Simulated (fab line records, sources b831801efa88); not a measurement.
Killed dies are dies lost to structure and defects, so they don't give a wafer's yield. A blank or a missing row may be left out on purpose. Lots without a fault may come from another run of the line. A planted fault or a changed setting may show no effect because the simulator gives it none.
Which tool did it? | flow gf180mcu | 14 lots, 42 wafers sampled, at 6 steps of a route of 602

WHAT THE GAUGES READ, wafer by wafer
GF_NWELL_TW_MEAS_11.
lot  | measured    | on            | NWELL_TW
L226 | day 3 13:41 | film_metro-01 | 1572 1569 1566
L228 | day 4 00:11 | film_metro-01 | 1566 1565 1566
L230 | day 4 10:56 | film_metro-01 | 1566 1568 1564
L231 | day 4 15:35 | film_metro-01 | 1574 1562 1572
L233 | day 5 05:49 | film_metro-03 | 1542 1539 1543
L235 | day 5 13:34 | film_metro-03 | 1542 1540 1542
L238 | day 6 06:28 | film_metro-01 | 1566 1560 1568
L241 | day 6 22:29 | film_metro-01 | 1568 1563 1563
L242 | day 7 02:58 | film_metro-04 | 1564 1569 1575
L243 | day 7 09:31 | film_metro-03 | 1535 1532 1534
L244 | day 7 16:38 | film_metro-01 | 1568 1561 1565
L245 | day 7 20:15 | film_metro-03 | 1539 1537 1549
L246 | day 8 02:34 | film_metro-03 | 1535 1535 1528
L247 | day 8 07:09 | film_metro-03 | 1528 1525 1529

GF_HV_LDD_TW_MEAS_38.
lot  | measured     | on            | HV_LDD_3_TW
L226 | day 12 06:07 | film_metro-01 | 1426 1426 1422
L228 | day 12 19:23 | film_metro-04 | 1423 1428 1425
L230 | day 13 08:45 | film_metro-03 | 1409 1405 1408
L231 | day 13 13:01 | film_metro-03 | 1412 1407 1410
L233 | day 14 09:28 | film_metro-01 | 1536 1535 1540
L235 | day 14 18:42 | film_metro-01 | 1536 1532 1527
L238 | day 15 21:19 | film_metro-01 | 1533 1537 1537
L241 | day 16 16:59 | film_metro-03 | 1399 1400 1399
L242 | day 17 02:01 | film_metro-01 | 1432 1427 1425
L243 | day 17 08:49 | film_metro-01 | 1432 1428 1427
L244 | day 17 21:50 | film_metro-03 | 1398 1392 1408
L245 | day 18 02:15 | film_metro-01 | 1423 1420 1424
L246 | day 18 09:05 | film_metro-01 | 1422 1421 1427
L247 | day 18 17:01 | film_metro-03 | 1409 1407 1410

GF_HV_LDD_RS_MEAS_53: measures by four-point-probe.
lot  | measured     | on            | HV_LDD_RS (ohm/sq)
L226 | day 13 02:09 | film_metro-01 | 418.8 419.5 420.3
L228 | day 13 15:20 | film_metro-04 | 420.1 420.8 420.6
L230 | day 14 06:04 | film_metro-01 | 418.8 419.4 418.2
L231 | day 14 10:09 | film_metro-04 | 420.2 418.7 418.7
L233 | day 15 06:17 | film_metro-04 | 400.2 400.3 400.3
L235 | day 15 16:36 | film_metro-03 | 398.6 398.2 398.4
L238 | day 16 19:47 | film_metro-01 | 399.4 399.0 400.3
L241 | day 17 16:25 | film_metro-03 | 418.2 418.3 418.1
L242 | day 18 01:34 | film_metro-04 | 416.6 417.8 417.8
L243 | day 18 08:16 | film_metro-03 | 418.7 417.2 418.5
L244 | day 18 21:58 | film_metro-03 | 417.4 418.2 418.1
L245 | day 19 02:12 | film_metro-04 | 418.2 417.9 418.0
L246 | day 19 09:34 | film_metro-01 | 418.9 417.4 416.6
L247 | day 19 17:15 | film_metro-01 | 418.4 418.3 417.4

GF_NSD_TW_MEAS_12.
lot  | measured     | on            | NSD_TW
L226 | day 14 01:23 | film_metro-02 | 4264 4263 4263
L228 | day 14 15:11 | film_metro-01 | 4216 4227 4254
L230 | day 15 05:59 | film_metro-02 | 4227 4247 4253
L231 | day 15 11:47 | film_metro-01 | 4266 4240 4226
L233 | day 16 08:06 | film_metro-01 | 4213 4191 4214
L235 | day 16 18:25 | film_metro-02 | 4235 4263 4262
L238 | day 17 21:41 | film_metro-04 | 4248 4240 4277
L241 | day 18 18:56 | film_metro-01 | 4214 4205 4207
L242 | day 19 05:22 | film_metro-02 | 4223 4252 4248
L243 | day 19 11:33 | film_metro-02 | 4260 4227 4254
L244 | day 20 01:11 | film_metro-04 | 4245 4251 4262
L245 | day 20 06:06 | film_metro-04 | 4237 4248 4269
L246 | day 20 13:05 | film_metro-02 | 4215 4242 4241
L247 | day 20 20:16 | film_metro-02 | 4227 4243 4240

GF_SAB_CD_MEAS_09: target cd 420 nm.
lot  | measured     | on        | cd_nm (nm)
L226 | day 15 21:07 | cd_sem-01 | 419.8 419.3 417.2
L228 | day 16 11:41 | cd_sem-01 | 418.2 419.9 419.3
L230 | day 17 03:06 | cd_sem-01 | 418.0 419.5 417.5
L231 | day 17 09:11 | cd_sem-02 | 419.6 418.0 418.0
L233 | day 18 06:25 | cd_sem-01 | 417.5 415.5 416.2
L235 | day 18 18:10 | cd_sem-01 | 419.3 420.6 420.5
L238 | day 19 22:20 | cd_sem-01 | 417.5 419.3 418.1
L241 | day 20 20:37 | cd_sem-02 | 421.0 421.0 419.1
L242 | day 21 06:00 | cd_sem-02 | 418.1 417.6 420.7
L243 | day 21 11:52 | cd_sem-02 | 421.2 419.5 421.5
L244 | day 22 01:22 | cd_sem-02 | 423.3 423.6 421.1
L245 | day 22 05:52 | cd_sem-02 | 419.7 418.0 420.0
L246 | day 22 12:49 | cd_sem-02 | 417.4 418.6 417.9
L247 | day 22 19:43 | cd_sem-02 | 420.5 418.4 419.4

WHICH TOOL RAN EACH LOT (tool, then ch and the chambers of the sampled wafers, then the start)
lot  | GF_HV_LDD_IMPLANT_35
L226 | implanter-01 ch 0, day 12 05:43
L228 | implanter-02 ch 0, day 12 19:01
L230 | implanter-04 ch 0, day 13 08:23
L231 | implanter-01 ch 0, day 13 12:38
L233 | implanter-01 ch 0, day 14 08:47
L235 | implanter-04 ch 0, day 14 17:59
L238 | implanter-01 ch 0, day 15 20:36
L241 | implanter-01 ch 0, day 16 16:35
L242 | implanter-04 ch 0, day 17 01:37
L243 | implanter-02 ch 0, day 17 08:27
L244 | implanter-04 ch 0, day 17 21:27
L245 | implanter-02 ch 0, day 18 01:53
L246 | implanter-04 ch 0, day 18 08:41
L247 | implanter-02 ch 0, day 18 16:32
- GF_HV_LDD_IMPLANT_35

WHAT THE TOOLS THEMSELVES READ (means of the sampled wafers that have a number; where no wafer has one, the mark that the record gives instead)
The record holds no such reading with a usual standard deviation.

THE ANSWER, worked out from the rows above alone
Rule: what is usual is taken from the lots themselves. Put in order of their means at a reading, lots are off if they are a third of the lots or fewer, leave a main group of 4 or more, and stand apart from it by a gap of 3 or more times the standard deviation of the main group's means; of several such gaps the widest counts. A main group whose means are all the same, to the digits that the tables above print for the reading, isn't used. A lot without any number at a reading at which 4 lots or more have one is off too. The other lots that the step has rows for count as sound. The gauges are gone through in route order, then the tools' own readings, and for those a lot's mean is taken as printed above. The first step at which some lot is off is used, and at that step the reading that is off furthest; a lot without a number counts as furthest.
Off: L233, L235, L238, at GF_HV_LDD_TW_MEAS_38 (HV_LDD_3_TW). The main group: mean 1416, standard deviation 11.
A tool fits if, at a process step before that reading, it ran every lot that is off, and no sound lot after the first of them. The gauges at GF_HV_LDD_TW_MEAS_38 are tried like those tools. None of those tried fits.

WHAT THE SIMULATOR HAD PUT IN
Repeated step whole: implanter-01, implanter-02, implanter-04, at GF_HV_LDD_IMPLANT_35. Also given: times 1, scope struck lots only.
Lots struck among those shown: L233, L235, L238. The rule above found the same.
